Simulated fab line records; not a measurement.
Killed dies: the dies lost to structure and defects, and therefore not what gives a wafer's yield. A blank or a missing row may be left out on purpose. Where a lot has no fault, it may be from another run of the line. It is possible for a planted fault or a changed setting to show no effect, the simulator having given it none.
One fault through the eyes of 2 desks ; flow gf180mcu ; each desk holds nothing but its own numbers, with what lay behind them at the end

THE METROLOGY DESK
What the gauges read for every lot (on any tool): the sampled wafers with a number, averaged. The brackets show how far a lot's mean lies from the usual mean; more than 4 standard deviations puts the lot out of limits, marked OUT. It has 13 readings; the 7 that lie furthest out on some lot are the ones shown.
Columns: A = cd-nm at GF_POLY_GATE_CD_MEAS_10, usual 280.3 nm; B = POLY_GATE_OVL at GF_POLY_GATE_OVL_MEAS_11, usual 4 nm; C = POLY_GATE_OXIDATION_THK at GF_POLY_GATE_THK_MEAS_17, usual 3.98 nm; D = HV_LDD_TW at GF_HV_LDD_TW_MEAS_11, usual 2428; E = HV_LDD_01_OVL at GF_HV_LDD_OVL_MEAS_20, usual -0.4 nm; F = HV_LDD_2_TW at GF_HV_LDD_TW_MEAS_23, usual 1065; G = PSD_RS at GF_PSD_RS_MEAS_15, usual 108.48 ohm/sq
lot;first seen here;A;B;C;D;E;F;G
L973;day 8 11:57;280.2;4;4.07;2440;1.0;1066;108.87
L983;day 11 08:11;283.2;-6;3.88;2441;0.4;1065;108.66
L986;day 12 06:09;279.5;-0;3.88;2446;-0.8;1070;108.11
L988;day 12 22:56;281.1;-5;4.05;2412;-0.4;1068;108.75
L995;day 14 18:39;278.6;2;3.90;2429;-2.2;1063;108.81
L996;day 15 00:25;278.8;9;3.97;2437;-1.6;1072;108.32
This desk's verdict: no lot among the 6 shows anything out of limits.

THE TOOL OWNER'S DESK: rie-si-01
The tool's own readings at GF_POLY_GATE_ETCH_13 (etches poly-Si in HBr/Cl2, stops on SiO2, target depth 198.5 nm, time 69.6 s): means of the sampled wafers that have a number, for each lot that ran on this tool. The brackets show how far a lot's mean lies from the usual mean; more than 4 standard deviations puts the lot out of limits, marked OUT.
Columns: A = drypump-motor-current-A at GF_POLY_GATE_ETCH_13, usual 5.7 A; B = oes-product-au at GF_POLY_GATE_ETCH_13, usual 0.990 a.u.; C = run-length-s at GF_POLY_GATE_ETCH_13, usual 97.9 s; D = throttle-valve-pct at GF_POLY_GATE_ETCH_13, usual 33.684 %
lot;first seen here;A;B;C;D
L973;day 9 04:27;5.4;1.005;97.5;33.693
L983;day 12 03:13;6.5;0.994;98.1;33.689
L986;day 13 01:53;5.3;1.002;96.2 (-4.2) OUT;33.680
L988;day 13 18:17;5.4;1.008;95.1 (-7.2) OUT;33.687
This desk's finding: out of limits on L986, L988; first on L986, day 13 01:53 (run-length-s at GF_POLY_GATE_ETCH_13). Within limits: L973, L983.

PUT TOGETHER
The tool owner's desk could have raised an alarm at day 13 01:53, on L986, L988.
From the metrology desk's view, nothing was out of limits.
The metrology desk has L986, L988 on record, within its limits.
Every lot named ran GF_POLY_GATE_ETCH_13 on rie-si-01.

WHAT THE SIMULATOR HAD PUT IN
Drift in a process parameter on rie-si-01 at GF_POLY_GATE_ETCH_13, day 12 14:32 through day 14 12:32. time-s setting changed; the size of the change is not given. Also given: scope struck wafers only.
Struck lots among those shown: L986, L988.
Delay in hours, fault start to first out-of-limits reading, by desk: the tool owner's desk at 11.
